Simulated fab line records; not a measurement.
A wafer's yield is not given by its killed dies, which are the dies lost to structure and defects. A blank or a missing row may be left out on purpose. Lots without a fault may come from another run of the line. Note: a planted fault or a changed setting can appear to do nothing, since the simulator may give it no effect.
Problem report, 8D (eight disciplines) form, completed by code || flow sky130 || the parts of the form that need people (team, actions taken, sign-off) are left out

== 1. WHAT IS WRONG ==
Mean of oes_product_au at SKY_POLY_GATE_ETCH_17: 0.918 a.u. across 4 wafers in 3 lots; on wafers with no fault it is 0.987 a.u. (standard deviation 0.0077). Relative to the usual mean, that is a shift of -8.9 standard deviations.
The step: etches poly-Si in HBr/Cl2, stops on SiO2, target depth 180 nm, time 70.5 s.
First observed at day 23 04:05: wafer L209.3, on rie_si-02. The record holds 31 wafers of 11 lots with a number at this step. The rule behind "out" and "out of limits": a value lying over 4 standard deviations away from the usual mean. All remaining wafers that have a number are taken as sound.

== 2. WHAT IT IS AND WHAT IT IS NOT ==
{"question": "which readings at this step", "is": "oes_product_au", "is not": "drypump_motor_current_A, he_backside_leak_sccm, throttle_valve_pct"}
{"question": "which lots", "is": "L209, L210, L211", "is not": "L191, L192, L194, L195, L199, L200, L212, L214"}
{"question": "which wafers of those lots", "is": "L209.3, L209.6, L210.6, L211.6", "is not": "L209.4, L210.5, L211.5"}
{"question": "read on which tools", "is": "rie_si-02", "is not": "rie_si-01"}
{"question": "when", "is": "from day 23 04:05", "is not": "up to then (19 sound wafers); but 8 sound wafers of L210, L211, L212, L214 came after"}

== 3. SUSPECTS, AND WHAT RULES EACH OUT ==
Counting: any tool at a process step up to the reading remains a suspect provided it ran every lot that is out. Sound lots after the first of them don't rule it out here, since some wafers of a struck lot are sound.
- rie_si-02 at SKY_POLY_GATE_ETCH_17 (etches poly-Si in HBr/Cl2, stops on SiO2, target depth 180 nm, time 70.5 s): kept. It processed each lot that is out (first: L209, day 23 04:05); up to then, its last sound lot is L200 (day 19 18:20). Its own readings are out on those wafers: oes_product_au.
Left after counting: rie_si-02 at SKY_POLY_GATE_ETCH_17.

== 4. THE CAUSE (what the simulator had put in) ==
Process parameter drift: rie_si-02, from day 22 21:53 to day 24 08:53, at SKY_POLY_GATE_ETCH_17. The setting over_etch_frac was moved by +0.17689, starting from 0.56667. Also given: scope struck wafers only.
The count eliminated every tool but this one.

== 5. THE CHAIN OF EFFECTS, in route order ==
Rows list readings where the struck wafers' mean (over those with a number) sits beyond 3 standard deviations from the usual. Only readings whose record carries a usual standard deviation are examined. hours: median over the lots of the time between each lot's start at the first step of this table that gives one and its start at this step. sigmas: the change, counted in usual standard deviations.
{"hours": 0, "step": "SKY_POLY_GATE_ETCH_17", "reading": "oes_product_au", "usual": "0.987 a.u.", "on struck wafers": 0.918, "change": -0.069, "sigmas": -8.9}
{"hours": 0, "step": "SKY_POLY_GATE_STRIP_18", "reading": "strip_time_to_endpoint_s", "usual": "3.19 s", "on struck wafers": 3.02, "change": -0.17, "sigmas": -4.6}
Here are the process steps it includes:
- SKY_POLY_GATE_ETCH_17: etches poly-Si in HBr/Cl2, stops on SiO2, target depth 180 nm, time 70.5 s.
- SKY_POLY_GATE_STRIP_18: strips in O2/N2.

== 6. WHAT WOULD HAVE CAUGHT IT SOONER ==
First out-of-limits reading in this record: day 23 04:05, which is 6 hours after fault onset at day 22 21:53.
